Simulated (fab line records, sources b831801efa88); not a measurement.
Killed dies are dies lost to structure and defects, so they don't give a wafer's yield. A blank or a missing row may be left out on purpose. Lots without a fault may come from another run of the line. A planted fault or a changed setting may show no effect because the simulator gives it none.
A struck lot beside a sound one | flow sky130 | 32 steps out of a route of 708
Sound: wafers L751.1, L751.5, L751.6. Struck: wafers L762.2, L762.5, L762.6. The cause comes at the end.
At each step with rows: each side's tool, then ch and its chambers, then its first start. Under that, the readings that differ: sound wafers | struck wafers | difference of the means | sigmas: that difference in standard deviations of wafers without a fault.
alike: readings whose means differ by less than 2 such deviations, and words and numbers that are the same on both sides. not compared: withheld readings, readings that some wafer has no value for, bounds like >300 that may hide the same value, and numbers for which the record gives no deviation and whose values overlap.
The two part at a step that has a row with sigmas, a row that says differs or no value, or rows on one side only. Numbers that don't overlap but have no deviation are shown without sigmas and don't part them. A reading that every wafer of one side lacks parts them only if that side has two wafers or more.

SKY_PWDE_OVL_MEAS_07:
  sound on overlay-02, day 4 16:49; struck on overlay-02, day 7 08:31
  alike: PWDE_OVL
then, 1 step without rows for these wafers: SKY_PWDE_IMPLANT_08.
SKY_PWDE_STRIP_09: strips in O2/N2.
  sound on plasma_asher-03 ch 0,1, day 4 17:01; struck on plasma_asher-01 ch 0,1, day 7 08:42
  alike: drypump_motor_current_A, oes_product_au, strip_time_to_endpoint_s
  not compared: rf_hours_counter_h
SKY_PWDE_TW_MEAS_10:
  sound on film_metro-04, day 4 17:07; struck on film_metro-02, day 7 08:49
  reading | sound       | struck      | difference | sigmas
  PWDE_TW | 372 374 371 | 384 382 383 | +11        | +3
then, 7 steps without rows for these wafers: SKY_NWELL_DEHYDRATE_03 (time 60 s); SKY_NWELL_HMDS_04 (prime time 60 s); SKY_NWELL_COAT_05 (resist thk 3000 nm); SKY_NWELL_SOFTBAKE_06; SKY_NWELL_EXPOSE_07 (exposes mask NWM, target cd 840 nm); SKY_NWELL_PEB_08; SKY_NWELL_DEVELOP_09 (develop time 60 s).
SKY_NWELL_OVL_MEAS_10:
  sound on overlay-02, day 5 10:22; struck on overlay-01, day 8 04:42
  alike: NWELL_00_OVL
SKY_NWELL_IMPLANT_11:
  sound on implanter-04 ch 0, day 5 10:23; struck on implanter-04 ch 0, day 8 04:45
  reading                   | sound                | struck               | difference | sigmas
  beam_energy_keV           | 399.97 399.77 400.03 | 358.51 358.62 358.52 | -41.37     | -99 or more
  model.implant.rp_nm (nm)  | 509.2 509.2 509.2    | 456 456 456          | -53        |
  model.implant.drp_nm (nm) | 116.9 116.9 116.9    | 110.1 110.1 110.1    | -6.8       |
then, 2 steps without rows for these wafers: SKY_NWELL_IMPLANT_12; SKY_NWELL_IMPLANT_13.
SKY_NWELL_STRIP_14: strips in O2/N2.
  sound on plasma_asher-02 ch 0,1, day 5 10:50; struck on plasma_asher-02 ch 0,1, day 8 05:11
  alike: drypump_motor_current_A, oes_product_au, strip_time_to_endpoint_s
  not compared: rf_hours_counter_h
SKY_NWELL_TW_MEAS_15:
  sound on film_metro-04, day 5 10:56; struck on film_metro-03, day 8 05:17
  alike: NWELL_TW
then, 7 steps without rows for these wafers: SKY_NWELL_DEHYDRATE_16 (time 60 s); SKY_NWELL_HMDS_17 (prime time 60 s); SKY_NWELL_COAT_18 (resist thk 3000 nm); SKY_NWELL_SOFTBAKE_19; SKY_NWELL_EXPOSE_20 (exposes mask NWM COMPLEMENT, target cd 840 nm); SKY_NWELL_PEB_21; SKY_NWELL_DEVELOP_22 (develop time 60 s).
SKY_NWELL_OVL_MEAS_23:
  sound on overlay-02, day 6 03:58; struck on overlay-02, day 9 02:22
  alike: NWELL_01_OVL
then, 1 step without rows for these wafers: SKY_NWELL_IMPLANT_24.
SKY_NWELL_STRIP_25: strips in O2/N2.
  sound on plasma_asher-02 ch 0,1, day 6 04:10; struck on plasma_asher-03 ch 0,1, day 9 02:32
  alike: drypump_motor_current_A, oes_product_au, strip_time_to_endpoint_s
  not compared: rf_hours_counter_h
SKY_NWELL_TW_MEAS_26:
  sound on film_metro-02, day 6 04:16; struck on film_metro-02, day 9 02:39
  alike: NWELL_2_TW
then, 1 step without rows for these wafers: SKY_NWELL_CLEAN_27 (cleans in SC1/SC2, time 150 s).
SKY_NWELL_RTA_28: time 30 s.
  sound on rtp_anneal-01 ch 0, day 6 04:22; struck on rtp_anneal-01 ch 0, day 9 02:46
  alike: lamp_power_pct, ramp_up_c_per_s, wafer_temp_C_max
SKY_NWELL_RS_MEAS_29: measures by four-point-probe.
  sound on film_metro-04, day 6 04:28; struck on film_metro-03, day 9 02:52
  reading           | sound             | struck            | difference | sigmas
  NWELL_RS (ohm/sq) | 627.2 626.1 627.7 | 642.6 644.6 641.4 | +15.9      | +11
-- the record jumps here: 40 days lie between the struck wafers' starts before and after (it left off in module NWELL and takes up again in module PAD_OPEN, whose first step shown is number 708 of the route) --
SKY_PAD_OPEN_PROBE_99:
  sound on prober-02, day 46 17:57; struck on prober-02, day 49 11:42
  reading                                | sound                         | struck                        | difference | sigmas
  model.etest.pfet_16v.r_on_ohm_um       | 1.494e+04 1.513e+04 1.528e+04 | 1.533e+04 1.571e+04 1.568e+04 | +4.567e+02 |
  model.etest.nfet_16v.r_on_ohm_um       | 1.435e+04 1.444e+04 1.437e+04 | 1.395e+04 1.397e+04 1.41e+04  | -3.800e+02 |
  model.etest.res_nwell.line_ohm_um      | 1090 1094 1107                | 1359 1437 1423                | +309       |
  model.etest.res_nwell.rs_ohm_sq        | 908.5 916.6 922.2             | 1087 1156 1157                | +218       |
  model.etest.pfet_g5v0d10v5.r_on_ohm_um | 4765 4812 4799                | 4937 4875 4850                | +95        |
  model.etest.tip_p_5v.rs_ohm_sq         | 2843 2844 2831                | 2929 2946 2952                | +103       |
  model.etest.res_nwell.width_nm (nm)    | 827.3 832.4 833.5             | 806.1 813.3 813.9             | -20.0      |
  model.etest.pfet_g5v0d10v5.drive_ua_um | 339.6 336.2 341.8             | 323.9 328.4 332.4             | -11.0      |
  alike: killed_at_M0_to_M3, killed_at_M4_up, killed_at_contacts, killed_at_front_end, killed_at_other, killed_dies, killed_open, killed_short

WHERE THEY PART
First at SKY_PWDE_TW_MEAS_10; last, within this record, at SKY_NWELL_RS_MEAS_29. Later steps at which nothing parts them and some readings are alike: SKY_PAD_OPEN_PROBE_99.

WHY: what the simulator had put in
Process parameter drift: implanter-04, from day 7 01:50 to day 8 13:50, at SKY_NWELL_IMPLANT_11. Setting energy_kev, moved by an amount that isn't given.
